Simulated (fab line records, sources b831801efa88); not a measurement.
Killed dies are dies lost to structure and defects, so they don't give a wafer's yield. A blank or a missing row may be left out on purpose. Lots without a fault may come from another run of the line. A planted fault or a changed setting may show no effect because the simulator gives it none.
One fault seen from 2 desks | flow sky130 | each desk has only its own numbers; what lay behind them comes last

THE TOOL OWNER'S DESK: pvd_sputter-02
The tool's own readings at SKY_METAL4_SPUTTER_02 (material AlCu, target thk 735 nm, time 39.1 s): means of the sampled wafers that have a number, for each lot that ran on this tool. A lot is out of limits, marked OUT, if its mean lies more than 4 standard deviations from the usual mean; the brackets give that distance.
Columns: A = cathode_dc_power_W at SKY_METAL4_SPUTTER_02, usual 10600 W; B = throttle_valve_pct at SKY_METAL4_SPUTTER_02, usual 30.0 %
lot  | first seen here | A     | B
L915 | day 41 17:23    | 10599 | 30.0
L919 | day 42 20:05    | 10601 | 29.7
L920 | day 42 22:55    | 10598 | 30.0
L930 | day 45 16:11    | 10599 | 29.5
L931 | day 45 20:07    | 10601 | 29.4
This desk's finding: nothing out of limits on any of the 5 lots.

THE METROLOGY DESK
What the gauges read, lot by lot, whatever tool the lot ran on: means of the sampled wafers that have a number. A lot is out of limits, marked OUT, if its mean lies more than 4 standard deviations from the usual mean; the brackets give that distance.
Columns: A = CAP2M_TIN_THK at SKY_CAP2M_THK_MEAS_04, usual 198.6 nm; B = cd_nm at SKY_METAL4_CD_MEAS_13, usual 299.5 nm; C = VIA4_HDPCVD_THK at SKY_VIA4_THK_MEAS_01, usual 1750 nm
lot  | first seen here | A     | B     | C
L909 | day 39 16:54    | 199.3 | 297.0 | 1738
L911 | day 40 02:47    | 199.0 | 297.4 | 1735
L914 | day 41 04:15    | 196.2 | 299.8 | 1754
L915 | day 41 17:49    | 197.5 | 299.3 | 1761
L917 | day 42 01:17    | 198.2 | 299.3 | 1757
L919 | day 42 20:30    | 197.9 | 299.0 | 1752
L920 | day 42 23:19    | 199.4 | 300.6 | 1723
L921 | day 43 09:22    | 196.4 | 299.5 | 1749
L922 | day 43 15:17    | 197.8 | 299.0 | 1769
L930 | day 45 16:36    | 201.0 | 299.7 | 1739
L931 | day 45 20:34    | 201.4 | 299.2 | 1740
This desk's finding: nothing out of limits on any of the 11 lots.

PUT TOGETHER
The tool owner's desk saw nothing out of limits.
The metrology desk saw nothing out of limits.

WHAT THE SIMULATOR HAD PUT IN
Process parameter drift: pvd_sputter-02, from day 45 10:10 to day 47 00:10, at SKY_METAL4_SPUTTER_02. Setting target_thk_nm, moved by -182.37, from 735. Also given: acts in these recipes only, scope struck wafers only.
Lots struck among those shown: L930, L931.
